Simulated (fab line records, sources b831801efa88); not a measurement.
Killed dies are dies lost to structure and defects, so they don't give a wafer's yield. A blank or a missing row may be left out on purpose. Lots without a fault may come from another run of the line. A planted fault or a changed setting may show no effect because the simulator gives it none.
A struck lot beside a sound one | flow sky130 | 18 steps out of a route of 708
Sound: wafers L592.2, L592.3, L592.5. Struck: wafers L599.3, L599.4, L599.5. The cause comes at the end.
At each step with rows: each side's tool, then ch and its chambers, then its first start. Under that, the readings that differ: sound wafers | struck wafers | difference of the means | sigmas: that difference in standard deviations of wafers without a fault.
alike: readings whose means differ by less than 2 such deviations, and words and numbers that are the same on both sides. not compared: withheld readings, readings that some wafer has no value for, bounds like >300 that may hide the same value, and numbers for which the record gives no deviation and whose values overlap.
The two part at a step that has a row with sigmas, a row that says differs or no value, or rows on one side only. Numbers that don't overlap but have no deviation are shown without sigmas and don't part them. A reading that every wafer of one side lacks parts them only if that side has two wafers or more.

SKY_NWELL_OVL_MEAS_10:
  sound on overlay-01, day 6 18:05; struck on overlay-02, day 8 10:02
  alike: NWELL_00_OVL
then, 3 steps without rows for these wafers: SKY_NWELL_IMPLANT_11; SKY_NWELL_IMPLANT_12; SKY_NWELL_IMPLANT_13.
SKY_NWELL_STRIP_14: strips in O2/N2.
  sound on plasma_asher-03 ch 0,1, day 6 18:34; struck on plasma_asher-03 ch 0,1, day 8 10:32
  alike: drypump_motor_current_A, oes_product_au, strip_time_to_endpoint_s
  not compared: rf_hours_counter_h
SKY_NWELL_TW_MEAS_15:
  sound on film_metro-03, day 6 18:40; struck on film_metro-04, day 8 10:38
  alike: NWELL_TW
then, 6 steps without rows for these wafers: SKY_NWELL_DEHYDRATE_16 (time 60 s); SKY_NWELL_HMDS_17 (prime time 60 s); SKY_NWELL_COAT_18 (resist thk 3000 nm); SKY_NWELL_SOFTBAKE_19; SKY_NWELL_EXPOSE_20 (exposes mask NWM COMPLEMENT, target cd 840 nm); SKY_NWELL_PEB_21.
SKY_NWELL_DEVELOP_22: develop time 60 s.
  sound on litho_track-03 ch 0, day 7 14:00; struck on litho_track-04 ch 0, day 9 07:00
  alike: resist_line_temp_C
SKY_NWELL_OVL_MEAS_23:
  sound on overlay-01, day 7 14:23; struck on overlay-02, day 9 07:53
  reading           | sound       | struck | difference                    | sigmas
  NWELL_01_OVL (nm) | 1.1 1.1 3.1 | - - -  | no value on the struck wafers |
then, 1 step without rows for these wafers: SKY_NWELL_IMPLANT_24.
SKY_NWELL_STRIP_25: strips in O2/N2.
  sound on plasma_asher-04 ch 0,1, day 7 14:34; struck on plasma_asher-03 ch 0,1, day 9 08:06
  alike: drypump_motor_current_A, oes_product_au, strip_time_to_endpoint_s
  not compared: rf_hours_counter_h
SKY_NWELL_TW_MEAS_26:
  sound on film_metro-04, day 7 14:40; struck on film_metro-03, day 9 08:11
  reading    | sound       | struck   | difference | sigmas
  NWELL_2_TW | 505 506 505 | 30 30 30 | -475       | -79
then, 1 step without rows for these wafers: SKY_NWELL_CLEAN_27 (cleans in SC1/SC2, time 150 s).

WHERE THEY PART
First at SKY_NWELL_OVL_MEAS_23; last, within this record, at SKY_NWELL_TW_MEAS_26.

WHY: what the simulator had put in
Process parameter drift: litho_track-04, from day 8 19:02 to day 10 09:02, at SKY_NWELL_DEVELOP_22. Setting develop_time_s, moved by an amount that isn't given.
